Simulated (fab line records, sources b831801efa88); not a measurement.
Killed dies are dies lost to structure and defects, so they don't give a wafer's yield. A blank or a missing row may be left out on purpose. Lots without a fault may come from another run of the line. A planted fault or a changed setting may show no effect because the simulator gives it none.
Chamber matching | flow sky130 | SKY_FIELD_ISO_WET_ETCH_30 on wet_bench-02: 3 sister chambers
The step etches SiO2 in dHF, target depth 25 nm, time 50 s. 6 wafers are shown with their chamber, then 8 later ones without.

WAFERS WITH THEIR CHAMBER
wafer  | chamber | run_length_s (s) | bath_heat_duty_pct (%)
L506.6 | 0       | 82               | 5.7
L509.5 | 3       | 83               | 8.2
L509.6 | 3       | 83               | 6.6
L514.4 | 2       | 75               | 7.0
L514.6 | 2       | 75               | 7.8
L526.2 | 0       | 81               | 6.9

WAFERS WITHOUT THEIR CHAMBER
wafer  | run_length_s (s) | bath_heat_duty_pct (%)
L526.4 | 81               | 7.3
L526.6 | 81               | 6.7
L527.2 | 81               | 7.1
L527.4 | 81               | 6.5
L527.6 | 81               | 6.1
L528.1 | 81               | 6.8
L528.3 | 81               | 6.0
L528.4 | 81               | 6.4

WHICH CHAMBER EACH WENT THROUGH
wafer  | from the rows above | in truth
L526.4 | 0                   | 0
L526.6 | 0                   | 0
L527.2 | 0                   | 0
L527.4 | 0                   | 0
L527.6 | 0                   | 0
L528.1 | 0                   | 0
L528.3 | 0                   | 0
L528.4 | 0                   | 0
Placed correctly: 8 of 8. Can't be placed from these rows: 0. Placed wrongly: 0.
How it was worked out, from the rows above alone: a wafer's distance from a chamber is the root of the sum, over the readings, of the square of ((its reading less the chamber's mean) divided by the reading's scatter). The wafer belongs to the nearest chamber; if the next one is less than 2 further off, it can't be placed. A chamber's mean is the mean of its shown wafers. The scatter: the root of (the sum of the squares of (reading less its chamber's mean) over the shown wafers, divided by (wafers less chambers)).
